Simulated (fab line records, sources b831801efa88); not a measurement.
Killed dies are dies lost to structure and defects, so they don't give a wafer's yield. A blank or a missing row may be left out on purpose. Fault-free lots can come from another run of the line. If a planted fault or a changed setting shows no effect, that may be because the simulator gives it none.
A lot that was struck, set against a sound lot / flow gf180mcu / 14 out of 602 route steps
Sound: the wafers L152.1, L152.3, L152.6. Wafers L163.1, L163.3, L163.4 were the ones struck. The cause is named last.
Each step with rows lists, per side, the tool, then ch with its chambers, then its first start. Under that, the readings that differ: sound wafers / struck wafers / difference of the means / sigmas: that difference in standard deviations of wafers without a fault.
alike: readings whose means differ by less than 2 such deviations, and words and numbers that are the same on both sides. not compared: withheld readings, readings that some wafer has no value for, bounds like >300 that may hide the same value, and numbers for which the record gives no deviation and whose values overlap.
A row with sigmas, a row that says differs or no value, or rows on one side alone: a step with any of these is where the two part. Non-overlapping numbers with no deviation appear without sigmas and do not part them. A reading that every wafer of one side lacks parts them only if that side has two wafers or more.

first, 5 steps without rows for these wafers: GF_MIM_COAT_14 (resist thk 1000 nm); GF_MIM_SOFTBAKE_15 (time 60 s); GF_MIM_EXPOSE_16 (exposes mask FuseTop, target cd 2000 nm); GF_MIM_PEB_17; GF_MIM_DEVELOP_18 (develop time 60 s).
GF_MIM_METAL_ETCH_19: etches the open film in Cl2/BCl3, stops on Si3N4, target depth 324.5 nm, time 54.1 s.
  sound on rie-metal-01 ch 0, day 27 04:35; struck on rie-metal-02 ch 0, day 30 13:28
  alike: chamber-pressure-mTorr, drypump-motor-current-A, oes-product-au, throttle-valve-pct
  not compared: rf-hours-counter-h
GF_MIM_STRIP_20: strips in O2/N2.
  sound on plasma-asher-02 ch 0, day 27 04:39; struck on plasma-asher-02 ch 0,1, day 30 13:36
  alike: chamber-pressure-mTorr, drypump-motor-current-A, heater-power-w, n2-flow-sccm, oes-product-au, platen-temp-c, strip-time-to-endpoint-s
  not compared: rf-hours-counter-h
then, 5 steps without rows for these wafers: GF_MIM_STRIP_21 (strips in post etch residue remover, time 1200 s); GF_MIM_CLEAN_22 (cleans in DIW); GF_M5_DEHYDRATE_00 (time 60 s); GF_M5_HMDS_01 (prime time 60 s); GF_M5_COAT_02 (resist thk 1000 nm).
GF_M5_SOFTBAKE_03: time 60 s.
  sound on litho-track-04 ch 0, day 27 15:25; struck on litho-track-04 ch 0, day 30 23:40
reading=run-length-s (s); sound=88.97 89.40 89.12; struck=90.80 90.54 90.64; difference=+1.50; sigmas=+12
  alike: heater-power-total-W
then, 1 step without rows for these wafers: GF_M5_EXPOSE_04 (exposes mask Metal5, target cd 280 nm).

== WHERE THEY PART ==
At GF_M5_SOFTBAKE_03 and nowhere else, as far as this record goes.

WHY: what had been put in by the simulator
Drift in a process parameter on litho-track-04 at GF_M5_SOFTBAKE_03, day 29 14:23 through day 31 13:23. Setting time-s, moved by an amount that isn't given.
